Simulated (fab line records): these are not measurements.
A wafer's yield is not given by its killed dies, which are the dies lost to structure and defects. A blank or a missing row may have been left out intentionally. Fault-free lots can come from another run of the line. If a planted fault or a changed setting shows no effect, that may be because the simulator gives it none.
Struck lot and sound lot, side by side	flow sky130	18 steps out of a route of 708
Sound: wafers L601.2, L601.3, L601.4. Struck: wafers L607.1, L607.2, L607.6. Last of all comes the cause.
Each step with rows lists, per side, the tool, then ch with its chambers, then its first start. Under that, the readings that differ: sound wafers	struck wafers	difference of the means	sigmas: that difference in standard deviations of wafers without a fault.
alike: words and numbers the same on both sides, and readings whose means are apart by under 2 such deviations; not compared: readings that were withheld, readings missing a value for some wafer, numbers with overlapping values and no deviation given by the record, and bounds like >300 which may hide the same value.
A row with sigmas, a row that says differs or no value, or rows on one side alone: a step with any of these is where the two part. Non-overlapping numbers with no deviation appear without sigmas and do not part them. A reading missing from all wafers of one side parts the sides only when that side holds two or more wafers.

SKY_SONOS_ONO_OVL_MEAS_14:
  sound on overlay-02 at day 14 10:11; struck on overlay-02 at day 16 00:21
  alike: SONOS_ONO_OVL
SKY_SONOS_ONO_ETCH_15: etches the open film in CHF3/O2, target depth 19.52 nm, time 7.8 s.
  sound on rieDiel-02 ch 1,2,3, day 14 10:13; struck on rieDiel-02 ch 0,1,2, day 16 00:23
  alike: drypumpMotorCurrentA, oesProductAu, throttleValvePct
  not compared: rfHoursCounterH
then, 1 step without rows for these wafers: SKY_SONOS_ONO_WET_ETCH_16 (etches SiO2 in dHF, target depth 14 nm, time 280 s).
SKY_SONOS_ONO_STRIP_17: strips in O2/N2.
  sound on plasmaAsher-03 ch 0,1, day 14 10:19; struck on plasmaAsher-02 ch 0,1, day 16 00:29
  alike: drypumpMotorCurrentA, n2FlowSccm, oesProductAu, stripTimeToEndpointS
  not compared: rfHoursCounterH
then, 3 steps without rows for these wafers: SKY_SONOS_ONO_WET_ETCH_18 (etches Si3N4 in H3PO4, target depth 15 nm, time 172 s); SKY_GATE_OXIDE_CLEAN_00 (cleans in SC1/SC2, time 150 s); SKY_GATE_OXIDE_OXIDATION_01 (stabilise 600 s, purge 300 s, target thk 10.268 nm).
SKY_GATE_OXIDE_THK_MEAS_02:
  sound on filmMetro-01 at day 14 12:07; struck on filmMetro-01 at day 16 03:22
  alike: GATE_OXIDE_OXIDATION_00_THK
then, 4 steps without rows for these wafers: SKY_GATE_OXIDE_DEHYDRATE_03 (time 60 s); SKY_GATE_OXIDE_HMDS_04 (prime time 60 s); SKY_GATE_OXIDE_COAT_05 (resist thk 1140 nm); SKY_GATE_OXIDE_SOFTBAKE_06 (time 60 s).
SKY_GATE_OXIDE_EXPOSE_07: exposes mask LVOM, target cd 600 nm.
  sound on ilineStepper-01 ch 0, day 15 01:21; struck on ilineStepper-02 ch 0, day 16 17:19
reading	sound	struck	difference	sigmas
model.GATE_OXIDE.overlayXNm (nm)	0.4096 0.4096 0.4096	197.1 197.1 197.1	+196.7	
  alike: mask
then, 2 steps without rows for these wafers: SKY_GATE_OXIDE_PEB_08; SKY_GATE_OXIDE_DEVELOP_09 (develop time 60 s).
SKY_GATE_OXIDE_OVL_MEAS_10:
  sound on overlay-01 at day 15 14:04; struck on overlay-01 at day 17 07:42
reading	sound	struck	difference	sigmas
GATE_OXIDE_OVL (nm)	0.0 2.1 0.3	198.3 198.8 197.8	+197.5	+99 or more
next, for these wafers, 1 step has no rows: SKY_GATE_OXIDE_IMPLANT_11.
-- record jumps: 31 days separate the struck wafers' starts on either side; left off in module GATE_OXIDE, taken up again in module PAD_OPEN, whose first shown step is the route's number 708 --
SKY_PAD_OPEN_PROBE_99:
  rows exist in the record for the struck wafers here (prober-01, day 48 03:08), but not for the sound ones

## WHERE THEY PART
At SKY_GATE_OXIDE_OVL_MEAS_10 first; at SKY_PAD_OPEN_PROBE_99 last (within this record only).

WHY: whatever the simulator had introduced
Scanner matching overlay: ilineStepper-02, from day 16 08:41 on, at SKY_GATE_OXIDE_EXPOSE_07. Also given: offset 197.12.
